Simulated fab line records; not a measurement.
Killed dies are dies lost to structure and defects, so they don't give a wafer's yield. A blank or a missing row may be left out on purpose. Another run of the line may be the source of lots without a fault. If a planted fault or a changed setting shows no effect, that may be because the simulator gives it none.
Chamber matching | flow sky130 | rie_diel-04 running SKY_VIA4_ETCH_12: 4 sister chambers
The step etches SiO2 in C4F8/O2/Ar, stops on TiN, target depth 580 nm. 7 wafers are shown with their chamber, then 7 later ones without.

EACH WAFER AND ITS CHAMBER
wafer  | chamber | oes_product_au (a.u.)
L613.1 | 0       | 0.922
L615.2 | 1       | 0.923
L616.1 | 3       | 0.909
L616.4 | 2       | 0.930
L616.6 | 1       | 0.924
L628.2 | 3       | 0.933
L628.3 | 2       | 0.932

WAFERS WHOSE CHAMBER IS MISSING
wafer  | oes_product_au (a.u.)
L628.5 | 0.926
L633.1 | 0.917
L633.3 | 0.916
L633.6 | 0.927
L636.2 | 0.920
L636.4 | 0.927
L636.6 | 0.929

WHICH CHAMBER EACH WENT THROUGH
wafer  | from the rows above               | in truth
L628.5 | can't be placed: 1 or 0 or 2 or 3 | 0
L633.1 | can't be placed: 3 or 0 or 1 or 2 | 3
L633.3 | can't be placed: 3 or 0 or 1 or 2 | 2
L633.6 | can't be placed: 1 or 2 or 0 or 3 | 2
L636.2 | can't be placed: 3 or 0 or 1 or 2 | 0
L636.4 | can't be placed: 1 or 2 or 0 or 3 | 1
L636.6 | can't be placed: 2 or 1 or 0 or 3 | 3
Placed correctly: 0 of 7. These rows do not allow placing 7 (true chamber among the candidates in 7). Wrongly placed: 0.
How it was worked out, from the rows above alone: a wafer's distance from a chamber is the root of the sum, over the readings, of the square of ((its reading less the chamber's mean) divided by the reading's scatter). The wafer belongs to the nearest chamber; if the next one is less than 2 further off, it can't be placed. A chamber's mean is the mean of its shown wafers. The scatter is the square root of a quotient: the sum, over the shown wafers, of each reading's squared deviation from its chamber's mean, divided by wafers minus chambers.
